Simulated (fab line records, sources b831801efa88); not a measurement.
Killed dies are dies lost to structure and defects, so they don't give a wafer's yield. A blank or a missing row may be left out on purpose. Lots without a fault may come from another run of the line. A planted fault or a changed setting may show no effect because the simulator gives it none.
One fault seen from 2 desks | flow sfq_line | each desk has only its own numbers; what lay behind them comes last

THE METROLOGY DESK
What the gauges read, lot by lot, whatever tool the lot ran on: means of the sampled wafers that have a number. A lot is out of limits, marked OUT, if its mean lies more than 4 standard deviations from the usual mean; the brackets give that distance.
Columns: A = I3_BOW at SFQ_I3_BOW_MEAS_922, usual 4 um; B = I3_OVL at SFQ_I3_OVL_MEAS_923, usual -1 nm
lot  | first seen here | A  | B
L166 | day 37 23:07    | 0  | 0
L168 | day 38 06:47    | -1 | 9
L172 | day 46 09:50    | -7 | -4
L174 | day 49 06:41    | 20 | -1
L175 | day 49 09:45    | 3  | -3
L177 | day 50 09:12    | -4 | 0
This desk's finding: nothing out of limits on any of the 6 lots.

THE TOOL OWNER'S DESK: rie_diel-03
The tool's own readings at SFQ_TRILAYER_I3_VIA_ETCH_VIA_ETCH_088 (etches SiO2 in CHF3, stops on Nb, target depth 260 nm): means of the sampled wafers that have a number, for each lot that ran on this tool. A lot is out of limits, marked OUT, if its mean lies more than 4 standard deviations from the usual mean; the brackets give that distance.
Columns: A = chamber_pressure_mTorr at SFQ_TRILAYER_I3_VIA_ETCH_VIA_ETCH_088, usual 30.000 mTorr; B = drypump_motor_current_A at SFQ_TRILAYER_I3_VIA_ETCH_VIA_ETCH_088, usual 5.8 A; C = oes_product_au at SFQ_TRILAYER_I3_VIA_ETCH_VIA_ETCH_088, usual 0.855 a.u.; D = rf_fwd_power_W at SFQ_TRILAYER_I3_VIA_ETCH_VIA_ETCH_088, usual 497.8 W
lot  | first seen here | A      | B   | C     | D
L166 | day 42 15:30    | 29.960 | 5.6 | 0.857 | 418.6 (-47) OUT
L168 | day 42 17:54    | 29.994 | 6.1 | 0.860 | 417.4 (-47) OUT
L177 | day 56 02:15    | 30.006 | 5.6 | 0.853 | 498.2
This desk's finding: out of limits on L166, L168; first on L166, day 42 15:30 (rf_fwd_power_W at SFQ_TRILAYER_I3_VIA_ETCH_VIA_ETCH_088). In limits: L177.

PUT TOGETHER
The tool owner's desk could have raised an alarm at day 42 15:30, on L166, L168.
The metrology desk saw nothing out of limits.
The metrology desk has L166, L168 on record, within its limits.
Of the lots named, all ran SFQ_TRILAYER_I3_VIA_ETCH_VIA_ETCH_088 on rie_diel-03.

WHAT THE SIMULATOR HAD PUT IN
Process parameter drift: rie_diel-03, from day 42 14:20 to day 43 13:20, at SFQ_TRILAYER_I3_VIA_ETCH_VIA_ETCH_088. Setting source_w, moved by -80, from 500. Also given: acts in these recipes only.
Lots struck among those shown: L166, L168.
Hours from the fault's start to each desk's first reading out of limits: the tool owner's desk, 1.
